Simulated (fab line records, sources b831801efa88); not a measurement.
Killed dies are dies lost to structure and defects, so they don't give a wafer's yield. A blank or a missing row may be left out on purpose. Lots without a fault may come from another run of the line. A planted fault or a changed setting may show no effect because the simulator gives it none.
fab line records | flow sky130
record lots=13 wafers=38 last_day=49
route steps=708 shown POLY_GATE@231 CAP2M@615 VIA4@642 PAD_OPEN@708
lots that met no fault: from a run of the same line without faults
start_h: hours from the record's first day to the start of the lot's first wafer shown | wait_h: hours since the lot's step before | " the same as in the row above | L1.1+2: a row that stands for several wafers | - no value, or no start given | * or withheld: withheld | < > ~ a bound
route shown NAME@n: a module of which the file shows steps, and the number in the route of the first | usual: mean/standard deviation of fault-free wafers | same: alike in all rows | chamber/n: place in a boat | sites: the reading at each site | _std_site: their standard deviation | _edge_site: outer sites' mean less inner sites' | radius_mm: how far each site lies from the wafer's centre | mask NAME#n: copy n | behind: the tool/chamber that last shaped the wafer | hold: why the lot was held/for how many hours/how that ended | device: the transistor (n, p or np) that didn't switch | end of line: the same wafers' tests at the end of the route | a step without rows: its recipe alone | killed: dies lost to structure and defects at the first sort, not the wafer's yield | map: a wafer's dies, x killed, . not, _ none there
set.NAME: the setting as run; set.NAME@STEP: as run at that earlier step | model.NAME: the simulator's own value behind a step, which no gauge read
steps of the route over a sample of lots; a table a step, a row a wafer
services: from which hour (start_h, from the record's first day; less than 0 if before it) a tool's chamber was out of use, for how many hours, and why
## steps
# step SKY_POLY_GATE_ETCH_17
# recipe target_depth_nm=180 stop_on=SiO2 over_etch_frac=0.56667 chemistry=HBr/Cl2 target=poly-Si icp_w=400 bias_w=100 pressure_mtorr=10 HBr_flow_sccm=150 Cl2_flow_sccm=50 time_s=70.5
# usual drypump_motor_current_A=5.7/0.44 he_backside_leak_sccm=2.64/0.23 oes_product_au=0.980/0.011 rf_fwd_power_W=396.8/1.3 throttle_valve_pct=33.684/0.0089
# columns lot.wafer tool chamber start_h wait_h drypump_motor_current_A he_backside_leak_sccm oes_product_au rf_fwd_power_W rf_hours_counter_h throttle_valve_pct
L247.2 rie_si-01 3 366.43 0.1 5.3 2.51 0.965 397.0 5 33.680
L247.3 " 1 " " 5.5 2.52 0.983 396.1 24 33.683
L247.4 " 1 " " 5.5 2.41 0.978 397.1 - 33.675
L251.2 rie_si-02 2 402.53 0.1 5.4 2.89 0.978 395.8 0 33.685
L251.4 " 3 " " 5.8 3.17 0.985 396.6 6 33.686
L251.6 " 2 " " 5.4 2.91 0.969 396.5 - 33.687
L253.1 rie_si-02 0 422.23 0.1 5.8 2.38 0.996 397.3 4 33.702
L253.2 " 2 " " 5.4 2.77 0.976 397.0 1 33.690
L253.4 " 1 " " 6.2 3.18 0.969 397.9 2 33.687
L255.1 rie_si-02 2 441.68 0.1 5.4 2.99 0.979 396.5 1 33.671
L255.5 " 2 " " 5.4 2.94 0.982 397.5 - 33.683
L255.6 " 1 " " 6.3 2.95 0.968 399.8 - 33.684
L256.1 rie_si-01 1 464.44 0.1 5.5 2.22 0.972 396.4 25 33.680
L256.3 " 3 " " 5.3 2.61 0.957 398.5 5 33.693
L256.4 " 0 " " 6.4 2.69 0.989 396.5 4 33.689
L257.1 rie_si-01 2 486.58 0.1 5.1 2.65 0.981 397.9 4 33.690
L257.2 " 1 " " 5.5 2.41 0.970 396.3 25 33.675
L257.6 " 1 " " 5.5 2.40 0.965 395.7 - 33.690
L258.1 rie_si-02 3 487.52 0.1 5.8 2.89 0.988 394.5 7 33.676
L258.3 " 2 " " 5.4 3.01 0.986 398.0 1 33.694
L258.4 " 0 " " 5.8 2.51 0.980 399.0 5 33.680
L259.4 rie_si-01 2 491.52 0.1 5.1 2.54 0.991 397.4 4 33.684
L259.6 " 2 " " 5.1 2.60 0.981 395.9 - 33.692
L261.1 rie_si-02 3 501.09 0.1 5.8 2.80 0.962 394.4 7 33.680
L261.2 " 2 " " 5.4 2.80 0.969 395.6 1 33.677
L261.4 " 1 " " 6.2 2.91 0.973 397.1 2 33.687
L263.3 rie_si-02 0 509.63 0.1 5.8 2.42 0.982 397.0 5 33.670
L263.5 " 0 " " 5.7 2.50 0.982 395.3 - 33.669
L263.6 " 1 " " 6.3 2.94 0.965 395.3 - 33.673
L264.2 rie_si-02 1 528.89 0.1 6.3 3.08 0.971 394.4 3 33.679
L264.3 " 2 " " 5.4 2.82 0.989 396.4 1 33.673
L264.5 " 2 " " 5.4 2.87 0.987 397.0 - 33.696
L267.1 rie_si-02 0 542.69 0.1 5.8 2.43 0.974 398.2 5 33.683
L267.2 " 3 " " 5.8 2.94 0.980 397.2 7 33.677
L267.5 " 2 " " 5.4 2.88 0.969 398.2 - 33.677
L268.1 rie_si-01 0 547.47 0.1 6.4 2.59 0.989 396.1 5 33.683
L268.4 " 2 " " 5.1 2.78 0.983 397.8 - 33.699
L268.6 " 1 " " 5.5 2.32 0.972 398.7 - 33.674
# step SKY_CAP2M_OVL_MEAS_12
# usual CAP2M_OVL=-0.3/1.4
# columns lot.wafer tool chamber start_h wait_h CAP2M_OVL[nm]
L247.2 overlay-02 - 948.06 0.1 -0.9
L247.3 " - " " -1.8
L247.4 " - " " -0.2
L251.2 overlay-01 - 979.71 0.1 -0.8
L251.4 " - " " -1.4
L251.6 " - " " -0.7
L253.1 overlay-01 - 1003.89 0.1 -0.2
L253.2 " - " " -0.8
L253.4 " - " " 0.9
L255.1 overlay-01 - 1008.94 0.1 1.1
L255.5 " - " " 0.5
L255.6 " - " " -2.0
L256.1 overlay-01 - 1026.48 0.1 0.1
L256.3 " - " " -0.5
L256.4 " - " " 0.6
L257.1 overlay-02 - 1042.59 0.1 1.4
L257.2 " - " " 0.7
L257.6 " - " " 0.9
L258.1 overlay-02 - 1044.84 0.1 -0.9
L258.3 " - " " -2.6
L258.4 " - " " -1.3
L259.4 overlay-01 - 1046.95 0.1 0.1
L259.6 " - " " -0.2
L261.1 overlay-02 - 1053.31 0.1 -1.9
L261.2 " - " " -2.2
L261.4 " - " " -1.8
L263.3 overlay-01 - 1057.65 0.1 -1.4
L263.5 " - " " -1.9
L263.6 " - " " -0.8
L264.2 overlay-02 - 1072.30 0.1 0.8
L264.3 " - " " -1.4
L264.5 " - " " -0.1
L267.1 overlay-01 - 1081.64 0.1 -0.7
L267.2 " - " " -1.1
L267.5 " - " " -2.0
L268.1 overlay-02 - 1086.69 0.1 1.4
L268.4 " - " " 0.6
L268.6 " - " " 1.8
# step SKY_VIA4_BOW_MEAS_03
# recipe mode=bow
# usual VIA4_BOW=79/8.1
# columns lot.wafer tool chamber start_h wait_h VIA4_BOW[um]
L247.2 film_metro-01 - 974.01 0.1 78
L247.3 " - " " 75
L247.4 " - " " 81
L251.2 film_metro-01 - 1005.22 0.2 77
L251.4 " - " " 79
L251.6 " - " " 87
L253.1 film_metro-03 - 1029.54 0.1 78
L253.2 " - " " 85
L253.4 " - " " 81
L255.1 film_metro-01 - 1034.01 0.2 84
L255.5 " - " " 74
L255.6 " - " " 83
L256.1 film_metro-02 - 1051.45 0.1 82
L256.3 " - " " 68
L256.4 " - " " 58
L257.1 film_metro-03 - 1066.88 0.1 106
L257.2 " - " " 87
L257.6 " - " " 92
L258.1 film_metro-02 - 1068.98 0.1 89
L258.3 " - " " 75
L258.4 " - " " 78
L259.4 film_metro-02 - 1070.94 0.3 76
L259.6 " - " " 85
L261.1 film_metro-03 - 1076.63 0.1 64
L261.2 " - " " 76
L261.4 " - " " 72
L263.3 film_metro-01 - 1080.89 0.2 67
L263.5 " - " " 72
L263.6 " - " " 84
L264.2 film_metro-01 - 1095.50 0.2 66
L264.3 " - " " 87
L264.5 " - " " 79
L267.1 film_metro-02 - 1102.94 0.1 90
L267.2 " - " " 88
L267.5 " - " " 80
L268.1 film_metro-03 - 1109.18 0.2 72
L268.4 " - " " 70
L268.6 " - " " 71
# step SKY_VIA4_CMP_21
# recipe stop_on=SiO2 t_overpolish_s=25 down_force_psi=3.5 platen_rpm=60 target_thk_nm=0 pad_velocity_m_s=0.94248
# usual motor_current_A=11.1/1 overpolish_run_s=24.999/0.0095 retaining_ring_pressure_frac=1.000/0.0051 time_to_endpoint_s=124/7
# columns lot.wafer tool chamber start_h wait_h motor_current_A overpolish_run_s retaining_ring_pressure_frac time_to_endpoint_s
L247.4 cmp-01 2 998.63 0.0 10.8 25.004 0.994 132
L247.2 " 0 " " 10.9 25.016 0.998 123
L247.3 " 1 " " 10.3 25.001 1.009 115
L251.2 cmp-02 0 1029.85 0.2 10.8 24.989 0.994 121
L251.4 " 3 " " 13.0 24.994 1.004 128
L251.6 " 1 " " 11.6 24.979 0.993 123
L253.4 cmp-01 0 1052.07 0.0 10.8 24.986 0.993 119
L253.1 " 1 " " 11.2 25.006 1.001 114
L253.2 " 2 " " 11.7 24.999 0.993 125
L255.1 cmp-02 1 1056.35 0.2 11.1 25.000 0.996 126
L255.6 " 2 " " 9.7 25.008 0.997 114
L255.5 " 3 " " 13.5 24.994 1.009 132
L256.3 cmp-02 3 1073.57 0.0 13.3 25.025 1.003 128
L256.1 " 0 " " 11.2 24.995 0.996 123
L256.4 " 2 " " 9.2 24.985 0.997 118
L257.1 cmp-02 2 1088.65 0.3 9.4 24.996 0.998 115
L257.2 " 0 " " 11.2 25.000 0.998 121
L257.6 " 1 " " 10.8 25.004 0.999 126
L258.4 cmp-01 1 1090.94 0.1 10.5 24.994 1.005 111
L258.1 " 2 " " 11.8 24.997 0.999 126
L258.3 " 3 " " 10.1 25.002 1.000 132
L259.4 cmp-02 0 1092.36 0.0 11.5 24.997 1.003 120
L259.6 " 1 " " 12.0 24.987 0.995 126
L261.1 cmp-01 0 1097.71 0.1 11.4 25.006 0.994 121
L261.4 " 1 " " 10.9 25.004 1.007 121
L261.2 " 2 " " 11.3 24.986 0.995 133
L263.3 cmp-01 1 1102.63 0.2 10.6 25.017 1.006 116
L263.5 " 2 " " 11.5 24.998 1.000 130
L263.6 " 3 " " 10.6 24.992 0.998 129
L264.2 cmp-01 1 1116.81 0.1 10.7 24.986 1.001 115
L264.3 " 3 " " 11.0 24.989 0.996 131
L264.5 " 1 " " 11.3 25.009 0.999 113
L267.2 cmp-02 0 1122.76 0.1 11.9 24.988 1.001 115
L267.1 " 2 " " 9.5 25.009 0.997 109
L267.5 " 0 " " 10.8 24.992 0.999 116
L268.1 cmp-02 0 1129.75 0.1 11.1 25.014 0.995 120
L268.4 " 3 " " 13.7 24.987 0.996 127
L268.6 " 1 " " 11.3 24.991 1.001 125
# step SKY_PAD_OPEN_PROBE_99
# usual killed_at_M0_to_M3=42/7.1 killed_at_M4_up=3.0/1.7 killed_at_contacts=25/5 killed_at_front_end=16/4.4 killed_at_other=0.5/1.4 killed_dies=87/9.2 killed_open=47/6.2 killed_short=39/6.6
# same gross_dies=492 killed_at_back_side=0
# columns lot.wafer tool chamber start_h wait_h killed_at_M0_to_M3 killed_at_M4_up killed_at_contacts killed_at_front_end killed_at_other killed_dies killed_open killed_short
L258.1 prober-02 - 1152.57 0.1 39 2 29 13 0 83 43 40
L258.3 prober-02 - 1152.67 0.2 55 4 23 16 1 99 53 46
L258.4 prober-02 - 1152.72 0.2 37 2 25 16 0 80 43 37
L263.3 prober-02 - 1162.36 0.2 30 2 24 32 1 89 43 25
L263.5 prober-02 - 1162.46 0.2 31 2 16 36 0 85 32 31
L263.6 prober-02 - 1162.51 0.2 43 6 14 51 1 115 40 35
L264.2 prober-01 - 1175.98 0.1 34 2 28 54 0 118 46 29
L264.3 prober-01 - 1176.03 0.2 43 1 22 31 0 97 40 39
L264.5 prober-01 - 1176.13 0.2 40 5 25 35 0 105 36 50
L267.1 prober-02 - 1179.60 0.1 44 3 24 42 0 113 43 49
L267.2 prober-02 - 1179.65 0.1 44 3 27 70 0 144 48 38
L267.5 prober-02 - 1179.80 0.2 41 8 29 42 0 120 46 53
# killed by level:class
L258.1 CONTACT:geometric_particle:open=10 LI_CONTACT:geometric_particle:open=9 VIA1:geometric_particle:open=6 METAL2:geometric_particle:short=5 VIA2:geometric_particle:short=5 VIA2:geometric_particle:open=5 METAL3:geometric_particle:short=5 POLY_GATE:geometric_particle:open=4
L258.3 VIA1:geometric_particle:open=10 CONTACT:geometric_particle:open=8 VIA2:geometric_particle:open=7 FIELD_ISO:geometric_particle:short=6 METAL1:geometric_particle:short=6 VIA3:geometric_particle:short=6 LI_CONTACT:geometric_particle:open=5 METAL3:geometric_particle:short=5
L258.4 CONTACT:geometric_particle:open=13 VIA1:geometric_particle:open=6 METAL3:geometric_particle:short=6 POLY_GATE:geometric_particle:short=5 LI_CONTACT:geometric_particle:open=5 VIA3:geometric_particle:open=5 VIA1:geometric_particle:short=4 VIA2:geometric_particle:open=4
L263.3 POLY_GATE:unspecified=20 CONTACT:geometric_particle:open=13 VIA1:geometric_particle:open=8 LI_CONTACT:geometric_particle:open=5 FIELD_ISO:geometric_particle:open=4 METAL1:geometric_particle:short=4 VIA1:geometric_particle:short=4 FIELD_ISO:geometric_particle:short=3
L263.5 POLY_GATE:unspecified=22 VIA1:geometric_particle:open=7 LOCAL_INTERCONNECT:geometric_particle:short=5 FIELD_ISO:geometric_particle:open=4 POLY_GATE:geometric_particle:short=4 LI_CONTACT:geometric_particle:open=4 CONTACT:geometric_particle:open=4 METAL1:geometric_particle:short=4
L263.6 POLY_GATE:unspecified=40 METAL2:geometric_particle:short=9 VIA1:geometric_particle:open=9 CONTACT:geometric_particle:open=6 VIA3:geometric_particle:open=6 METAL4:geometric_particle:short=6 LI_CONTACT:geometric_particle:open=5 METAL1:geometric_particle:short=5
L264.2 POLY_GATE:unspecified=42 CONTACT:geometric_particle:open=11 VIA1:geometric_particle:open=11 METAL2:geometric_particle:short=9 LI_CONTACT:geometric_particle:open=8 FIELD_ISO:geometric_particle:open=5 LOCAL_INTERCONNECT:geometric_particle:short=4 VIA3:geometric_particle:open=4
L264.3 POLY_GATE:unspecified=18 VIA3:geometric_particle:open=9 VIA1:geometric_particle:open=8 CONTACT:geometric_particle:open=8 FIELD_ISO:geometric_particle:open=7 METAL1:geometric_particle:short=7 VIA1:geometric_particle:short=7 METAL2:geometric_particle:short=6
L264.5 POLY_GATE:unspecified=19 CONTACT:geometric_particle:short=7 VIA2:geometric_particle:open=7 FIELD_ISO:geometric_particle:short=6 METAL2:geometric_particle:short=6 METAL1:geometric_particle:short=6 VIA1:geometric_particle:open=6 VIA3:geometric_particle:open=5
L267.1 POLY_GATE:unspecified=21 METAL1:geometric_particle:short=11 CONTACT:geometric_particle:open=10 METAL2:geometric_particle:short=8 VIA1:geometric_particle:open=7 POLY_GATE:geometric_particle:open=6 LI_CONTACT:geometric_particle:open=6 FIELD_ISO:geometric_particle:short=5
L267.2 POLY_GATE:unspecified=58 CONTACT:geometric_particle:open=10 VIA3:geometric_particle:open=9 VIA1:geometric_particle:open=7 LI_CONTACT:geometric_particle:open=6 CONTACT:geometric_particle:short=5 VIA2:geometric_particle:open=5 FIELD_ISO:geometric_particle:open=4
L267.5 POLY_GATE:unspecified=21 VIA1:geometric_particle:open=9 CONTACT:geometric_particle:open=8 METAL4:geometric_particle:short=8 LI_CONTACT:geometric_particle:open=7 METAL2:geometric_particle:short=7 FIELD_ISO:geometric_particle:short=5 LOCAL_INTERCONNECT:geometric_particle:short=5
## services
# columns tool chamber start_h hours kind
rie_si-02 2 345.30 10.4 repair
cmp-02 - 382.89 5.4 pm
cmp-02 - 392.10 0.9 repair
cmp-02 - 404.29 4.0 pm
rie_si-02 2 454.22 6.3 repair
cmp-02 - 461.46 1.6 repair
rie_si-02 0 468.01 15.4 repair
cmp-02 - 487.18 5.7 pm
rie_si-02 - 492.30 0.7 repair
cmp-02 - 504.38 1.7 repair
cmp-02 - 516.62 1.5 repair
cmp-02 - 522.44 1.4 repair
cmp-02 - 528.85 3.5 repair
rie_si-02 - 701.36 2.8 pm
rie_si-02 3 709.34 8.3 repair
cmp-02 - 712.00 5.3 repair
cmp-02 - 737.63 1.1 repair
rie_si-02 1 741.61 5.7 repair
cmp-02 - 744.30 4.0 pm
rie_si-02 2 763.65 5.3 repair
rie_si-02 3 841.11 3.2 repair
rie_si-02 0 983.70 2.1 repair
rie_si-02 3 990.68 3.3 repair
rie_si-02 - 1050.64 0.1 repair
## key
first_sign step=SKY_PAD_OPEN_PROBE_99 reading=killed_at_front_end direction=up sigmas=6.4 usual=16 struck=44
effect step=SKY_PAD_OPEN_PROBE_99 reading=killed_dies direction=up sigmas=2.5 usual=87 struck=110 wafers_moved=5
met_at SKY_POLY_GATE_ETCH_17
struck_lots L263,L264,L267
tester_left_out L263,L264,L267
not_acting_at SKY_CAP2M_OVL_MEAS_12,SKY_VIA4_BOW_MEAS_03,SKY_VIA4_CMP_21
onset_between 501.09 509.63
fault kind=chamber_particle_source tool=rie_si-02 chamber=- onset_h=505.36 steps=SKY_POLY_GATE_ETCH_17 rate_per_visit_cm2=1.5403 end_h=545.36
# tester_left_out: of these lots the tester's yield and bins aren't shown, on N5 and GAA mostly nor the transistor test; their killed dies are dies lost to structure and defects alone, not to doping, threshold or leakage, so they don't give the yield
